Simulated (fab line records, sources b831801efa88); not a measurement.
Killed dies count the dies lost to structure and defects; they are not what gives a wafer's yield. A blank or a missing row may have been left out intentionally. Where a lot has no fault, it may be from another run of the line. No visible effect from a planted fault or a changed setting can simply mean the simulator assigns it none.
Which tool is to blame? + flow sky130 + 33 wafers from 11 lots sampled at 6 of the route's 708 steps

WHAT THE GAUGES SHOWED, per wafer
SKY_PWDE_OVL_MEAS_07. Usual: PWDE_OVL 0.4 nm, standard deviation 1.6.
| lot  | measured    | on         | PWDE_OVL (nm)  | flag |
|------|-------------|------------|----------------|------|
| L690 | day 3 21:34 | overlay-01 | 1.0 -0.8 0.2   |      |
| L692 | day 4 11:11 | overlay-02 | -0.8 -1.2 -2.1 |      |
| L695 | day 5 03:11 | overlay-02 | - - -          | OFF  |
| L696 | day 5 08:04 | overlay-02 | 2.0 2.4 3.0    |      |
| L705 | day 7 08:23 | overlay-02 | 1.9 1.7 2.1    |      |
| L707 | day 7 16:56 | overlay-02 | 1.3 0.3 0.7    |      |
| L708 | day 7 23:55 | overlay-02 | 1.7 1.1 1.8    |      |
| L709 | day 8 05:28 | overlay-01 | 1.6 2.1 1.7    |      |
| L710 | day 8 13:13 | overlay-01 | 0.6 -0.5 -0.4  |      |
| L711 | day 8 16:43 | overlay-01 | 0.0 1.3 -0.6   |      |
| L712 | day 8 21:29 | overlay-01 | 0.7 -1.2 0.1   |      |

SKY_PWDE_TW_MEAS_10. Usual: PWDE_TW 375.3, standard deviation 2.2.
| lot  | measured    | on            | PWDE_TW                       | flag |
|------|-------------|---------------|-------------------------------|------|
| L690 | day 3 21:51 | film-metro-03 | 373.8 377.2 373.5             |      |
| L692 | day 4 11:28 | film-metro-03 | 371.5 373.9 370.2             |      |
| L695 | day 5 03:29 | film-metro-02 | 30.2 30.2 30.2 30.0 30.2 30.4 | OFF  |
| L696 | day 5 08:22 | film-metro-02 | 374.7 376.4 374.5             |      |
| L705 | day 7 08:40 | film-metro-03 | 376.2 376.4 375.8             |      |
| L707 | day 7 17:13 | film-metro-03 | 379.3 376.4 375.8             |      |
| L708 | day 8 00:12 | film-metro-02 | 379.0 379.5 376.1             |      |
| L709 | day 8 05:45 | film-metro-04 | 375.9 374.6 375.1             |      |
| L710 | day 8 13:31 | film-metro-02 | 378.5 378.8 377.6             |      |
| L711 | day 8 17:00 | film-metro-03 | 373.6 374.8 373.4             |      |
| L712 | day 8 21:46 | film-metro-03 | 374.0 374.0 373.3             |      |

SKY_NWELL_TW_MEAS_26. Usual: NWELL_2_TW 499.4, standard deviation 2.6.
| lot  | measured     | on            | NWELL_2_TW        | flag |
|------|--------------|---------------|-------------------|------|
| L690 | day 5 08:01  | film-metro-03 | 496.2 493.8 499.3 |      |
| L692 | day 5 22:34  | film-metro-02 | 498.4 498.8 500.5 |      |
| L696 | day 6 21:49  | film-metro-04 | 497.3 497.2 494.5 |      |
| L705 | day 9 01:23  | film-metro-02 | 502.5 500.2 500.3 |      |
| L707 | day 9 11:46  | film-metro-04 | 500.2 498.2 497.7 |      |
| L708 | day 9 19:01  | film-metro-02 | 500.9 499.2 499.4 |      |
| L709 | day 10 00:22 | film-metro-04 | 500.1 497.5 500.5 |      |
| L710 | day 10 08:16 | film-metro-04 | 503.1 499.7 499.9 |      |
| L711 | day 10 12:04 | film-metro-02 | 504.5 502.9 501.2 |      |
| L712 | day 10 17:07 | film-metro-03 | 497.9 495.6 496.0 |      |

SKY_NWELL_RS_MEAS_31: measures by four-point-probe. Usual: PWDE_RS 5275 ohm/sq, standard deviation 17.
| lot  | measured     | on            | PWDE_RS (ohm/sq) | flag |
|------|--------------|---------------|------------------|------|
| L690 | day 5 08:28  | film-metro-03 | 5268 5300 5278   |      |
| L692 | day 5 23:02  | film-metro-04 | 5274 5273 5279   |      |
| L696 | day 6 22:16  | film-metro-02 | 5283 5270 5283   |      |
| L705 | day 9 01:50  | film-metro-03 | 5282 5276 5291   |      |
| L707 | day 9 12:17  | film-metro-02 | 5262 5239 5250   |      |
| L708 | day 9 19:28  | film-metro-04 | 5257 5253 5254   |      |
| L709 | day 10 00:49 | film-metro-02 | 5285 5270 5268   |      |
| L710 | day 10 08:43 | film-metro-03 | 5275 5295 5287   |      |
| L711 | day 10 12:31 | film-metro-04 | 5269 5266 5251   |      |
| L712 | day 10 17:35 | film-metro-02 | 5252 5274 5289   |      |

WHICH TOOL RAN EACH LOT (tool, then ch and the chambers of the sampled wafers, then the start)
| lot  | SKY_DNWELL_STRIP_08                 | SKY_PWDE_EXPOSE_04                 |
|------|-------------------------------------|------------------------------------|
| L690 | plasma-asher-02 ch 0,1, day 3 06:14 | iline-stepper-02 ch 0, day 3 14:15 |
| L692 | plasma-asher-02 ch 0,1, day 3 18:46 | iline-stepper-02 ch 0, day 4 02:44 |
| L695 | plasma-asher-02 ch 0,1, day 4 09:45 | iline-stepper-01 ch 0, day 4 18:01 |
| L696 | plasma-asher-01 ch 0,1, day 4 14:46 | iline-stepper-02 ch 0, day 4 23:35 |
| L705 | plasma-asher-01 ch 0,1, day 6 12:49 | iline-stepper-01 ch 0, day 6 22:19 |
| L707 | plasma-asher-01 ch 0,1, day 6 21:49 | iline-stepper-01 ch 0, day 7 08:10 |
| L708 | plasma-asher-04 ch 0,1, day 7 03:55 | iline-stepper-01 ch 0, day 7 14:11 |
| L709 | plasma-asher-01 ch 0,1, day 7 09:46 | iline-stepper-02 ch 0, day 7 19:41 |
| L710 | plasma-asher-02 ch 0,1, day 7 16:34 | iline-stepper-01 ch 0, day 8 02:42 |
| L711 | plasma-asher-04 ch 0, day 7 20:44   | iline-stepper-01 ch 0, day 8 06:47 |
| L712 | plasma-asher-02 ch 0,1, day 7 23:56 | iline-stepper-01 ch 0, day 8 10:54 |
- SKY_DNWELL_STRIP_08: strips in O2/N2.
- SKY_PWDE_EXPOSE_04: exposes mask PWDEM, target cd 840 nm.

WHAT THE TOOLS THEMSELVES READ (means of the sampled wafers that have a number; where no wafer has one, the mark that the record gives instead)
SKY_DNWELL_STRIP_08. Usual: drypump-motor-current-A 5.7 A, standard deviation 0.34; oes-product-au 0.723 a.u., standard deviation 0.0042; strip-time-to-endpoint-s 36.92 s, standard deviation 0.11.
| lot  | tool            | drypump-motor-current-A (A) | oes-product-au (a.u.) | strip-time-to-endpoint-s (s) | flag |
|------|-----------------|-----------------------------|-----------------------|------------------------------|------|
| L690 | plasma-asher-02 | 5.7                         | 0.726                 | 37.04                        |      |
| L692 | plasma-asher-02 | 5.7                         | 0.723                 | 37.02                        |      |
| L695 | plasma-asher-02 | 6.0                         | 0.728                 | 36.97                        |      |
| L696 | plasma-asher-01 | 5.7                         | 0.726                 | 36.80                        |      |
| L705 | plasma-asher-01 | 5.8                         | 0.725                 | 36.95                        |      |
| L707 | plasma-asher-01 | 5.9                         | 0.726                 | 36.94                        |      |
| L708 | plasma-asher-04 | 5.5                         | 0.726                 | 36.85                        |      |
| L709 | plasma-asher-01 | 5.7                         | 0.727                 | 36.75                        |      |
| L710 | plasma-asher-02 | 5.6                         | 0.724                 | 36.89                        |      |
| L711 | plasma-asher-04 | 5.3                         | 0.722                 | 37.00                        |      |
| L712 | plasma-asher-02 | 5.7                         | 0.720                 | 36.84                        |      |

SKY_PWDE_EXPOSE_04. Usual: 0.1 nm for focus-offset-nm, sd 0.58.
| lot  | tool             | focus-offset-nm (nm) | flag |
|------|------------------|----------------------|------|
| L690 | iline-stepper-02 | -0.5                 |      |
| L692 | iline-stepper-02 | -0.3                 |      |
| L695 | iline-stepper-01 | -0.6                 |      |
| L696 | iline-stepper-02 | 0.9                  |      |
| L705 | iline-stepper-01 | 1.0                  |      |
| L707 | iline-stepper-01 | -0.2                 |      |
| L708 | iline-stepper-01 | 0.6                  |      |
| L709 | iline-stepper-02 | -0.0                 |      |
| L710 | iline-stepper-01 | 0.3                  |      |
| L711 | iline-stepper-01 | 0.0                  |      |
| L712 | iline-stepper-01 | 0.2                  |      |

THE ANSWER, worked out from the rows above alone
Rule: a lot is off if the mean of its wafers that have a number lies more than 3 standard deviations from the usual mean. A lot without any number at a reading at which 4 lots or more have one is off too. The other lots that the step has rows for count as sound. First the gauges in route order, then the tools' own readings, where a lot's mean is used as printed above. At the first step where some lot is off, the reading lying furthest off is the one used; lots without a number count as furthest.
Off: L695, at SKY_PWDE_OVL_MEAS_07 (PWDE_OVL). Without a number there: L695.
If a tool, at a process step before that reading, ran all the lots that are off and no sound lot after the first of them, it fits. The gauges at SKY_PWDE_OVL_MEAS_07 aren't tried: what is off there is off at SKY_PWDE_TW_MEAS_10 too, on other tools, and a gauge's error can't cause that. No candidate that was tried fits.

WHAT HAD BEEN PUT IN BY THE SIMULATOR
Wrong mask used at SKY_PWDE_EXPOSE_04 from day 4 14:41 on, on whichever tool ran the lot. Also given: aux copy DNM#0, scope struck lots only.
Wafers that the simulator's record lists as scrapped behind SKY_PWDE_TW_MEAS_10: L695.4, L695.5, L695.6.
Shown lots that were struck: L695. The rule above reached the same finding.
